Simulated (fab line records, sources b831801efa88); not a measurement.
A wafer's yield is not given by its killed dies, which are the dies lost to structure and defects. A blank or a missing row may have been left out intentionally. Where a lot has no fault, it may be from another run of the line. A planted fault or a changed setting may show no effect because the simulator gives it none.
8D (eight disciplines) problem report, filled in by code	flow sky130	the parts of the form that need people (team, actions taken, sign-off) are left out

## 1. WHAT IS WRONG
Across 4 wafers from 4 lots, FIELD_ISO_CVD_24_THK at SKY_FIELD_ISO_THK_MEAS_25 averages 498 nm, while fault-free wafers read 596 nm with a standard deviation of 6. That is -16 standard deviations from the usual mean.
First observed at day 3 06:17: wafer L103.4, on filmMetro-01. The record has a number at this step for 41 wafers belonging to 15 lots. The rule behind "out" and "out of limits": a value lying over 4 standard deviations away from the usual mean. The rest of the wafers with a number are treated as sound.

## 2. WHAT THIS IS AND IS NOT
question	is	is not
which readings at this step	FIELD_ISO_CVD_24_THK	-
which lots	L103, L104, L106, L107	L101, L102, L105, L112, L114, L116, L117, L119, L120, L121, L124
which wafers of those lots	L103.4, L104.1, L106.4, L107.3	L103.1, L103.5, L104.2, L104.4
read on which gauges	filmMetro-01, filmMetro-03, filmMetro-04	-
when	from day 3 06:17	up to then (8 sound wafers); but 29 sound wafers of L104, L105, L112, L114, L116, L117, L119, L120, L121, L124 came after

## 3. SUSPECTS, AND WHAT RULES EACH OUT
Counting: if a tool at a process step up to the reading ran every lot that is out, it stays a suspect. Sound lots after the first of them don't rule it out here, since some wafers of a struck lot are sound.
- the gauge at SKY_FIELD_ISO_THK_MEAS_25 has been ruled out. The wafers that are out were read on 3 gauges (filmMetro-01, filmMetro-03, filmMetro-04).
- hdpcvd-01 at SKY_FIELD_ISO_CVD_24 (deposits SiO2, target thk 595 nm, time 99.2 s): kept. Ran every lot that is out, first one L103 (day 3 06:13); last sound lot up to then L102 (day 3 05:03).
Left after counting: hdpcvd-01 at SKY_FIELD_ISO_CVD_24.

## 4. THE CAUSE (what the simulator had put in)
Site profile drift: hdpcvd-01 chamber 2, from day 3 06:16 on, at SKY_FIELD_ISO_CVD_24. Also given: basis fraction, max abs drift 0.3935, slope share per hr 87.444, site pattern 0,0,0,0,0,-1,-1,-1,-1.
Only this tool survived the counting.

## 5. THE CHAIN OF EFFECTS, in route order
Each row: a reading whose mean over the struck wafers that have a number lies more than 3 standard deviations from the usual. Only readings for which the record gives a usual standard deviation are gone through. hours: the time from each lot's start at the first step in this table that gives one to its start at this step, as a median over the lots. sigmas: the change in usual standard deviations.
hours	step	reading	usual	on struck wafers	change	sigmas
0	SKY_FIELD_ISO_THK_MEAS_25	FIELD_ISO_CVD_24_THK	596 nm	498	-98	-16
Later measuring or inspecting steps at which every struck wafer that the step has a row for has a number for every such reading, and none has moved that far: SKY_VT_ADJUST_LVTN_TW_MEAS_10, SKY_VT_ADJUST_LVTN_OVL_MEAS_18, SKY_POLY_GATE_THK_MEAS_04.

## 6. HOW IT WOULD HAVE BEEN CAUGHT EARLIER
In this record the first reading out of limits at a measuring or inspecting step was taken at day 3 06:17, 0 hours after the fault began at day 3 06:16.
Lots out: 4; of these, L106, L107 started SKY_FIELD_ISO_CVD_24 on hdpcvd-01 after day 3 06:17. A hold on the tool at that time would have spared those 2.
